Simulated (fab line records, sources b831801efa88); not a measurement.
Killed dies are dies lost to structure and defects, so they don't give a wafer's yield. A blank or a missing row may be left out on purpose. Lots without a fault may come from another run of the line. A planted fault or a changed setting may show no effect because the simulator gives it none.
Which tool did it? | flow sky130 | 13 lots, 39 wafers sampled, at 6 steps of a route of 708

WHAT THE GAUGES READ, wafer by wafer
SKY_NWELL_OVL_MEAS_10.
lot  | measured     | on         | NWELL_00_OVL (nm)
L630 | day 5 00:55  | overlay-02 | 0.4 -0.2 -1.7
L631 | day 5 02:49  | overlay-02 | 0.2 -0.8 0.1
L632 | day 5 06:02  | overlay-02 | 2.1 -0.9 -0.4
L633 | day 5 13:49  | overlay-01 | 0.1 -0.7 -0.5
L634 | day 5 22:11  | overlay-01 | 1.9 -1.2 0.9
L635 | day 6 03:37  | overlay-02 | 2.5 1.7 1.0
L636 | day 6 10:08  | overlay-02 | 2.6 1.2 0.0
L637 | day 6 14:19  | overlay-01 | 1.9 -0.4 0.0
L639 | day 7 02:35  | overlay-01 | 2.1 -0.5 1.1
L640 | day 7 06:52  | overlay-01 | 0.3 0.7 -1.2
L641 | day 7 13:50  | overlay-02 | 1.4 0.9 1.4
L645 | day 8 12:17  | overlay-02 | -0.3 0.3 0.5
L652 | day 10 05:35 | overlay-02 | -1.3 -1.7 -1.9

SKY_VT_ADJUST_LVTN_OVL_MEAS_07.
lot  | measured     | on         | VT_ADJUST_LVTN_OVL (nm)
L630 | day 7 09:01  | overlay-02 | 2.2 2.7 2.4
L631 | day 7 12:17  | overlay-01 | -1.5 -2.0 -0.8
L632 | day 7 16:23  | overlay-02 | 2.0 0.1 -1.7
L633 | day 8 00:25  | overlay-01 | 1.9 0.8 0.1
L634 | day 8 10:02  | overlay-01 | -1.4 0.8 -1.3
L635 | day 8 16:09  | overlay-02 | 1.6 2.5 3.3
L636 | day 8 23:20  | overlay-02 | -0.4 0.2 -0.6
L637 | day 9 03:34  | overlay-02 | 1.8 -0.4 0.7
L639 | day 9 17:44  | overlay-02 | -1.3 0.7 -0.2
L640 | day 9 21:23  | overlay-02 | 1.6 0.3 0.6
L641 | day 10 04:17 | overlay-01 | 0.0 0.4 -0.3
L645 | day 11 05:10 | overlay-02 | - - -
L652 | day 13 09:16 | overlay-01 | -0.9 -0.7 -0.3

SKY_VT_ADJUST_LVTN_TW_MEAS_10.
lot  | measured     | on            | VT_ADJUST_LVTN_TW
L630 | day 7 09:17  | film_metro-03 | 244.3 244.4 242.8
L631 | day 7 12:34  | film_metro-04 | 241.9 241.4 241.4
L632 | day 7 16:40  | film_metro-01 | 243.4 241.2 240.9
L633 | day 8 00:41  | film_metro-04 | 243.1 241.9 242.7
L634 | day 8 10:19  | film_metro-03 | 244.4 243.1 242.7
L635 | day 8 16:26  | film_metro-04 | 243.1 243.4 243.9
L636 | day 8 23:38  | film_metro-01 | 244.0 244.2 244.9
L637 | day 9 03:50  | film_metro-04 | 244.2 244.4 242.1
L639 | day 9 18:01  | film_metro-01 | 244.6 243.8 245.4
L640 | day 9 21:40  | film_metro-04 | 243.4 243.5 244.4
L641 | day 10 04:34 | film_metro-01 | 244.2 242.0 243.1
L645 | day 11 05:26 | film_metro-03 | 30.3 30.4 30.4
L652 | day 13 09:33 | film_metro-01 | 242.2 242.8 242.7

WHICH TOOL RAN EACH LOT (tool, then ch and the chambers of the sampled wafers, then the start)
lot  | SKY_FIELD_ISO_CMP_27         | SKY_DNWELL_STRIP_08                 | SKY_VT_ADJUST_LVTN_EXPOSE_04
L630 | cmp-01 ch 0,1,3, day 2 20:29 | plasma_asher-01 ch 1, day 3 14:20   | iline_stepper-02 ch 0, day 6 23:11
L631 | cmp-01 ch 0,1, day 2 21:34   | plasma_asher-03 ch 0,1, day 3 16:19 | iline_stepper-02 ch 0, day 7 02:47
L632 | cmp-02 ch 1,2,3, day 3 02:02 | plasma_asher-01 ch 0,1, day 3 21:08 | iline_stepper-02 ch 0, day 7 06:55
L633 | cmp-01 ch 2,3, day 3 09:55   | plasma_asher-02 ch 1, day 4 04:47   | iline_stepper-01 ch 0, day 7 14:42
L634 | cmp-01 ch 0,1,3, day 3 15:17 | plasma_asher-02 ch 0,1, day 4 11:23 | iline_stepper-02 ch 0, day 8 00:11
L635 | cmp-02 ch 0,2,3, day 3 19:41 | plasma_asher-02 ch 0,1, day 4 16:19 | iline_stepper-01 ch 0, day 8 06:09
L636 | cmp-02 ch 1,2,3, day 4 02:37 | plasma_asher-03 ch 0,1, day 4 22:50 | iline_stepper-02 ch 0, day 8 13:05
L637 | cmp-01 ch 0,1,3, day 4 05:24 | plasma_asher-03 ch 0, day 5 01:59   | iline_stepper-01 ch 0, day 8 17:15
L639 | cmp-01 ch 0,3, day 4 16:06   | plasma_asher-01 ch 0,1, day 5 13:28 | iline_stepper-02 ch 0, day 9 07:23
L640 | cmp-01 ch 0,1,3, day 4 19:32 | plasma_asher-03 ch 0,1, day 5 17:14 | iline_stepper-01 ch 0, day 9 11:03
L641 | cmp-02 ch 0,1,3, day 5 02:33 | plasma_asher-02 ch 0,1, day 5 22:52 | iline_stepper-02 ch 0, day 9 18:36
L645 | cmp-02 ch 0,1,3, day 5 22:24 | plasma_asher-01 ch 0,1, day 6 19:41 | iline_stepper-02 ch 0, day 10 18:05
L652 | cmp-01 ch 0,1, day 7 10:32   | plasma_asher-02 ch 0,1, day 8 12:05 | iline_stepper-01 ch 0, day 12 20:20
- SKY_FIELD_ISO_CMP_27: polishes, stops on Si3N4, t overpolish 16 s, target thk 457.8 nm.
- SKY_DNWELL_STRIP_08: strips in O2/N2.
- SKY_VT_ADJUST_LVTN_EXPOSE_04: exposes mask NWM COMPLEMENT LESS NATIVE, target cd 840 nm.

WHAT THE TOOLS THEMSELVES READ (means of the sampled wafers that have a number; where no wafer has one, the mark that the record gives instead)
SKY_FIELD_ISO_CMP_27.
lot  | tool   | motor_current_A (A) | overpolish_run_s (s) | time_to_endpoint_s (s)
L630 | cmp-01 | 12.2                | 15.994               | 110
L631 | cmp-01 | 11.4                | 16.001               | 112
L632 | cmp-02 | 13.0                | 16.002               | 117
L633 | cmp-01 | 12.6                | 16.011               | 114
L634 | cmp-01 | 11.9                | 16.001               | 116
L635 | cmp-02 | 12.5                | 15.999               | 112
L636 | cmp-02 | 12.8                | 16.003               | 112
L637 | cmp-01 | 12.2                | 15.996               | 110
L639 | cmp-01 | 11.6                | 15.997               | 108
L640 | cmp-01 | 12.3                | 16.001               | 113
L641 | cmp-02 | 12.5                | 16.006               | 109
L645 | cmp-02 | 13.0                | 16.004               | 116
L652 | cmp-01 | 11.5                | 15.994               | 115

SKY_DNWELL_STRIP_08.
lot  | tool            | drypump_motor_current_A (A) | oes_product_au (a.u.) | strip_time_to_endpoint_s (s)
L630 | plasma_asher-01 | 6.3                         | 0.720                 | 36.89
L631 | plasma_asher-03 | 5.8                         | 0.725                 | 37.09
L632 | plasma_asher-01 | 5.8                         | 0.724                 | 36.90
L633 | plasma_asher-02 | 6.3                         | 0.720                 | 36.94
L634 | plasma_asher-02 | 6.2                         | 0.720                 | 36.87
L635 | plasma_asher-02 | 6.1                         | 0.720                 | 36.87
L636 | plasma_asher-03 | 6.1                         | 0.725                 | 36.93
L637 | plasma_asher-03 | 6.3                         | 0.724                 | 36.97
L639 | plasma_asher-01 | 5.8                         | 0.721                 | 36.79
L640 | plasma_asher-03 | 6.1                         | 0.725                 | 36.98
L641 | plasma_asher-02 | 6.2                         | 0.722                 | 36.92
L645 | plasma_asher-01 | 5.7                         | 0.727                 | 37.00
L652 | plasma_asher-02 | 6.2                         | 0.719                 | 36.89

THE ANSWER, worked out from the rows above alone
Rule: what is usual is taken from the lots themselves. Put in order of their means at a reading, lots are off if they are a third of the lots or fewer, leave a main group of 4 or more, and stand apart from it by a gap of 3 or more times the standard deviation of the main group's means; of several such gaps the widest counts. A main group whose means are all the same, to the digits that the tables above print for the reading, isn't used. A lot without any number at a reading at which 4 lots or more have one is off too. The other lots that the step has rows for count as sound. The gauges are gone through in route order, then the tools' own readings, and for those a lot's mean is taken as printed above. The first step at which some lot is off is used, and at that step the reading that is off furthest; a lot without a number counts as furthest.
Off: L645, at SKY_VT_ADJUST_LVTN_OVL_MEAS_07 (VT_ADJUST_LVTN_OVL). Without a number there: L645. The main group: mean 0.4 nm, standard deviation 1.1.
A tool fits if, at a process step before that reading, it ran every lot that is off, and no sound lot after the first of them. The gauges at SKY_VT_ADJUST_LVTN_OVL_MEAS_07 aren't tried: what is off there is off at SKY_VT_ADJUST_LVTN_TW_MEAS_10 too, on other tools, and a gauge's error can't cause that. Can't be told from this: 3 tools fit, cmp-02 at SKY_FIELD_ISO_CMP_27, plasma_asher-01 at SKY_DNWELL_STRIP_08, iline_stepper-02 at SKY_VT_ADJUST_LVTN_EXPOSE_04.

WHAT THE SIMULATOR HAD PUT IN
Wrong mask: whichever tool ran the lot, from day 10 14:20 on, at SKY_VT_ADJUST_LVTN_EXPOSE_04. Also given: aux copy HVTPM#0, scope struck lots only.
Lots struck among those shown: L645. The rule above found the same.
